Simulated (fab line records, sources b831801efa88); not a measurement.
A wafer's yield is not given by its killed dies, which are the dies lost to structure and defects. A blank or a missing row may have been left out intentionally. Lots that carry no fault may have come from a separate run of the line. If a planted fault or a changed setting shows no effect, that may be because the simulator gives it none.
What tool caused it?	flow gf180mcu	Sampling: 15 lots, 45 wafers, 4 of 602 route steps

== WHAT THE GAUGES READ, wafer by wafer ==
GF_STI_THK_MEAS_22. Usual: STI_OXIDATION_01_THK 15.0 nm, standard deviation 0.34.
lot	measured	on	STI_OXIDATION_01_THK (nm)	flag
L115	day 2 03:01	filmMetro-02	15.0 14.9 15.1	
L117	day 2 13:47	filmMetro-02	15.2 15.4 15.3	
L118	day 2 18:32	filmMetro-03	15.1 15.3 15.2	
L119	day 2 23:44	filmMetro-03	15.4 15.2 15.3	
L120	day 3 04:49	filmMetro-03	14.6 15.0 14.7	
L122	day 3 15:26	filmMetro-03	15.6 15.5 15.7	
L123	day 3 20:08	filmMetro-02	15.0 15.4 15.2	
L125	day 4 06:17	filmMetro-03	15.2 15.0 15.0	
L127	day 4 17:07	filmMetro-03	14.9 15.2 15.0	
L129	day 5 06:02	filmMetro-03	14.9 15.0 15.0	
L132	day 5 18:23	filmMetro-03	14.7 14.6 14.9	
L133	day 5 23:07	filmMetro-03	15.1 15.3 15.2	
L134	day 6 05:25	filmMetro-03	14.5 14.3 14.3	
L135	day 6 10:51	filmMetro-02	14.7 14.7 14.9	
L138	day 7 05:01	filmMetro-02	15.2 14.8 14.9	

GF_MVSD_OVL_MEAS_07. Usual: MVSD_OVL -1.1 nm, standard deviation 1.4.
lot	measured	on	MVSD_OVL (nm)	flag
L115	day 4 08:01	overlay-02	-2.4 -6.0 -2.9	
L117	day 4 20:44	overlay-02	-3.6 -1.2 -2.4	
L118	day 5 02:58	overlay-02	-1.9 -2.7 -1.5	
L119	day 5 08:10	overlay-01	-0.1 -0.4 0.0	
L120	day 5 14:28	overlay-01	1.7 -1.5 0.4	
L122	day 6 02:34	overlay-02	0.3 -0.1 0.3	
L123	day 6 08:09	overlay-01	-0.7 -0.3 -1.8	
L125	day 6 19:16	overlay-02	0.1 -0.8 -0.5	
L127	day 7 08:04	overlay-01	1.2 -0.9 -0.8	
L129	day 7 23:26	overlay-01	-1.6 -1.1 -0.5	
L135	day 9 13:03	overlay-02	-1.4 0.7 -3.5	
L138	day 10 01:34	overlay-02	-1.5 -1.3 -2.7	

GF_VT_IMPLANT_RS_MEAS_46: measures by four-point-probe. Usual: MVSD_RS 456.5 ohm/sq, standard deviation 1.1.
lot	measured	on	MVSD_RS (ohm/sq)	flag
L115	day 7 09:22	filmMetro-02	456.6 455.8 456.8	
L117	day 8 00:24	filmMetro-04	456.9 457.4 457.0	
L118	day 8 06:01	filmMetro-04	455.3 457.0 456.3	
L119	day 8 20:45	filmMetro-02	458.0 459.0 458.4	
L120	day 8 20:52	filmMetro-04	457.0 457.4 456.9	
L122	day 9 12:16	filmMetro-02	454.6 453.4 453.7	
L123	day 9 14:08	filmMetro-04	457.8 457.3 457.6	
L125	day 10 06:45	filmMetro-04	456.7 456.5 456.7	
L127	day 10 21:40	filmMetro-04	456.5 457.8 456.9	
L129	day 11 16:24	filmMetro-02	458.2 457.8 457.1	
L135	day 13 11:55	filmMetro-02	454.1 457.1 455.8	
L138	day 14 03:31	filmMetro-04	455.5 456.6 456.4	

== EACH LOT AND THE TOOL THAT RAN IT (in order: tool; ch and the chambers of the sampled wafers; start) ==
lot	GF_STI_PEB_10
L115	lithoTrack-01 ch 0, day 2 00:49
L117	lithoTrack-03 ch 0, day 2 11:35
L118	lithoTrack-03 ch 0, day 2 15:59
L119	lithoTrack-01 ch 0, day 2 21:34
L120	lithoTrack-03 ch 0, day 3 02:33
L122	lithoTrack-02 ch 0, day 3 13:13
L123	lithoTrack-02 ch 0, day 3 17:59
L125	lithoTrack-02 ch 0, day 4 04:08
L127	lithoTrack-03 ch 0, day 4 14:38
L129	lithoTrack-02 ch 0, day 5 03:34
L132	lithoTrack-03, day 5 16:11
L133	lithoTrack-02, day 5 20:56
L134	lithoTrack-02, day 6 03:14
L135	lithoTrack-03 ch 0, day 6 08:08
L138	lithoTrack-01 ch 0, day 7 00:38
- GF_STI_PEB_10: peb time 90 s.

== WHAT THE TOOLS THEMSELVES READ (means of the sampled wafers that have a number; where no wafer has one, the mark that the record gives instead) ==
GF_STI_PEB_10. Usual: chillPlateTempC 23.00 C, standard deviation 0.13; exhaustPa 44.9 Pa, standard deviation 0.92.
lot	tool	chillPlateTempC (C)	exhaustPa (Pa)	flag
L115	lithoTrack-01	22.96	44.9	
L117	lithoTrack-03	23.21	45.4	
L118	lithoTrack-03	23.11	45.0	
L119	lithoTrack-01	22.94	43.4	
L120	lithoTrack-03	23.02	45.3	
L122	lithoTrack-02	23.10	45.0	
L123	lithoTrack-02	23.04	44.8	
L125	lithoTrack-02	22.92	44.9	
L127	lithoTrack-03	23.00	44.6	
L129	lithoTrack-02	23.03	45.6	
L132	lithoTrack-03	-	-	OFF
L133	lithoTrack-02	-	-	OFF
L134	lithoTrack-02	-	-	OFF
L135	lithoTrack-03	23.15	45.5	
L138	lithoTrack-01	22.98	44.5	

== THE ANSWER, worked out from the rows above alone ==
Rule: a lot is off if the mean of its wafers that have a number lies more than 3 standard deviations from the usual mean. A lot without any number at a reading at which 4 lots or more have one is off too. Where the step has rows for the other lots, those lots are counted as sound. After the gauges, taken in route order, come the tools' own readings; for these a lot's mean is taken, as printed above. At the first step where some lot is off, the reading lying furthest off is the one used; lots without a number count as furthest.
Off: L132, L133, L134, at GF_STI_PEB_10 (chillPlateTempC). Without a number there: L132, L133, L134.
If a tool, at that step or one of the process steps before it, ran each lot that is off and ran no sound lot following the first of them, it fits. None of those tried fits.

== WHAT WAS PUT IN BY THE SIMULATOR ==
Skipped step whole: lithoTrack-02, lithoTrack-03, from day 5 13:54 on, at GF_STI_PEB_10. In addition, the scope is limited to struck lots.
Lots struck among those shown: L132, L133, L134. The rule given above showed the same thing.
